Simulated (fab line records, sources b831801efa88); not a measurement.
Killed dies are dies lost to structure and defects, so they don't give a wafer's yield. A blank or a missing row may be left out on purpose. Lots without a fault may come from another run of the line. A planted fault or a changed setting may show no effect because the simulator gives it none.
Which tool did it? | flow gf180mcu | 11 lots, 33 wafers sampled, at 4 steps of a route of 602

WHAT THE GAUGES READ, wafer by wafer
GF_V3_RS_MEAS_24: measures by four-point-probe.
lot  | measured     | on            | V3_W_RS (ohm/sq)
L335 | day 22 20:27 | film_metro-04 | 0.324 0.325 0.325
L337 | day 23 15:12 | film_metro-02 | 0.322 0.326 0.330
L338 | day 23 21:56 | film_metro-02 | 0.319 0.320 0.323
L339 | day 24 08:08 | film_metro-02 | 0.328 0.327 0.323
L340 | day 24 13:19 | film_metro-04 | 0.324 0.325 0.324
L341 | day 24 23:49 | film_metro-02 | 0.328 0.328 0.325
L342 | day 25 08:04 | film_metro-04 | 0.322 0.324 0.326
L347 | day 27 01:39 | film_metro-04 | 0.331 0.381 0.382
L349 | day 27 14:32 | film_metro-03 | 0.382 0.328 0.327
L351 | day 28 03:25 | film_metro-02 | 0.325 0.327 0.326
L352 | day 28 10:24 | film_metro-04 | 0.328 0.326 0.330

WHICH TOOL RAN EACH LOT (tool, then ch and the chambers of the sampled wafers, then the start)
lot  | GF_M3_SPUTTER_02             | GF_V3_SPUTTER_22             | GF_V3_CVD_23
L335 | pvd_sputter-03, day 20 17:27 | pvd_sputter-04, day 22 20:18 | cvd_w-02 ch 0,1, day 22 20:20
L337 | pvd_sputter-01, day 21 13:52 | pvd_sputter-01, day 23 15:01 | cvd_w-01 ch 0,1, day 23 15:05
L338 | pvd_sputter-03, day 21 20:31 | pvd_sputter-04, day 23 21:46 | cvd_w-01 ch 0,1, day 23 21:49
L339 | pvd_sputter-03, day 22 07:25 | pvd_sputter-04, day 24 07:59 | cvd_w-02 ch 0, day 24 08:02
L340 | pvd_sputter-04, day 22 13:23 | pvd_sputter-01, day 24 13:10 | cvd_w-01 ch 0, day 24 13:12
L341 | pvd_sputter-04, day 22 23:52 | pvd_sputter-02, day 24 23:37 | cvd_w-01 ch 0,1, day 24 23:41
L342 | pvd_sputter-01, day 23 08:58 | pvd_sputter-04, day 25 07:53 | cvd_w-01 ch 0,1, day 25 07:55
L347 | pvd_sputter-01, day 25 04:33 | pvd_sputter-01, day 27 01:28 | cvd_w-02 ch 0,1, day 27 01:32
L349 | pvd_sputter-03, day 25 18:12 | pvd_sputter-04, day 27 14:23 | cvd_w-02 ch 0,1, day 27 14:26
L351 | pvd_sputter-01, day 26 08:20 | pvd_sputter-01, day 28 03:13 | cvd_w-01 ch 0,1, day 28 03:18
L352 | pvd_sputter-03, day 26 16:02 | pvd_sputter-02, day 28 10:15 | cvd_w-01 ch 0,1, day 28 10:17
- GF_M3_SPUTTER_02: material AlCu, target thk 450 nm, time 23.9 s.
- GF_V3_SPUTTER_22: material TiN, target thk 10 nm, time 40 s.
- GF_V3_CVD_23: deposits W, target thk 350 nm, time 104.9 s.

THE ANSWER, worked out from the rows above alone
Rule: what is usual is taken from the lots themselves. Put in order of their means at a reading, lots are off if they are a third of the lots or fewer, leave a main group of 4 or more, and stand apart from it by a gap of 3 or more times the standard deviation of the main group's means; of several such gaps the widest counts. A main group whose means are all the same, to the digits that the tables above print for the reading, isn't used. A lot without any number at a reading at which 4 lots or more have one is off too. The other lots that the step has rows for count as sound.
Off: L347, L349, at GF_V3_RS_MEAS_24 (V3_W_RS). The main group: mean 0.325 ohm/sq, standard deviation 0.002.
A tool fits if, at a process step before that reading, it ran every lot that is off, and no sound lot after the first of them. The gauges at GF_V3_RS_MEAS_24 are tried like those tools. One fits: cvd_w-02 at GF_V3_CVD_23. Its last sound lot is L339 (day 24 08:02), its first lot that is off L347 (day 27 01:32): a fault that began between those two fits.

WHAT THE SIMULATOR HAD PUT IN
Process parameter drift: cvd_w-02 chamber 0, from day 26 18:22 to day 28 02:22, at GF_V3_CVD_23. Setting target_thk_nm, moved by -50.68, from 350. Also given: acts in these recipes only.
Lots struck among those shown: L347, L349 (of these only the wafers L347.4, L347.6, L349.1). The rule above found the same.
